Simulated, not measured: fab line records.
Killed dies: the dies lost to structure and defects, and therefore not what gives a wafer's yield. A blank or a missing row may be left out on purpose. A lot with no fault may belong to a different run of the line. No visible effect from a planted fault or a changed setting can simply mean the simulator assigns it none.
Comparing a struck lot with a sound one    flow sky130    14 out of 708 route steps
Sound: wafers L133.2, L133.4, L133.6. Wafers L124.4, L124.5, L124.6 were the ones struck. The cause is given at the end.
Order at every step that has rows: each side's tool, ch and its chambers, its first start. Under that, the readings that differ: sound wafers    struck wafers    difference of the means    sigmas: that difference in standard deviations of wafers without a fault.
alike: words and numbers the same on both sides, and readings whose means are apart by under 2 such deviations; not compared: readings that were withheld, readings missing a value for some wafer, numbers with overlapping values and no deviation given by the record, and bounds like >300 which may hide the same value.
A row with sigmas, a row that says differs or no value, or rows on one side alone: a step with any of these is where the two part. Numbers that don't overlap but have no deviation are shown without sigmas and don't part them. Lack of a reading on every wafer of one side parts them only where that side has two or more wafers.

SKY_LDD_LDN_TW_MEAS_13:
  struck on film metro-01, day 26 14:18; sound on film metro-01, day 29 17:49
  alike: LDD_LDN_TW
then, 2 steps without rows for these wafers: SKY_LDD_LDN_CLEAN_14 (cleans in SC1/SC2, time 150 s); SKY_SPACER_CVD_00 (deposits Si3N4 from DCS/NH3, target thk 43.1 nm, time 740 s).
SKY_SPACER_THK_MEAS_01:
  struck on film metro-04, day 26 16:04; sound on film metro-04, day 29 19:07
  alike: SPACER_CVD_00_THK
SKY_SPACER_ETCHBACK_02: etches Si3N4 in CH3F/O2, stops on SiO2, time 46.7 s, target depth 45 nm.
  sound on rie diel-01 ch 2,3, day 29 19:10; struck on rie diel-01 ch 2,3, day 26 16:05
  alike: drypump motor current A, oes product au, throttle valve pct
  not compared: rf hours counter h
then, 7 steps without rows for these wafers: SKY_POLY_CUT_DEHYDRATE_00 (time 60 s); SKY_POLY_CUT_HMDS_01 (prime time 60 s); SKY_POLY_CUT_COAT_02 (resist thk 60 nm); SKY_POLY_CUT_COAT_03 (resist thk 450 nm); SKY_POLY_CUT_SOFTBAKE_04 (time 90 s); SKY_POLY_CUT_EXPOSE_05 (exposes mask NPCM, target cd 270 nm); SKY_POLY_CUT_PEB_06.
SKY_POLY_CUT_DEVELOP_07: develop time 60 s.
  struck on litho track-03, day 27 19:00; sound on litho track-03 ch 0, day 30 22:00
  no value came back on the struck wafers for chill plate temp C (C), develop time s (s); on the sound wafers chill plate temp C (C) reads 23.06 22.92 23.16
reading                                          sound            struck             difference  sigmas
model.KrF-thick_of_POLY_CUT_COAT_03.thk nm (nm)  434.9 434 435.1  447.8 448.4 448.3  +13.5       
SKY_POLY_CUT_CD_MEAS_08 targets a cd of 270 nm.
  struck on cd sem-01, day 27 20:07; sound on cd sem-02, day 30 23:02
reading     sound              struck  difference                     sigmas
cd nm (nm)  271.7 271.4 272.3  - - -   no value on the struck wafers  

WHERE THEY PART
First at SKY_POLY_CUT_DEVELOP_07; last, within this record, at SKY_POLY_CUT_CD_MEAS_08.

WHY: what had been put in by the simulator
Beginning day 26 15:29, the whole step at SKY_POLY_CUT_DEVELOP_07 was skipped on litho track-03. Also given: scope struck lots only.
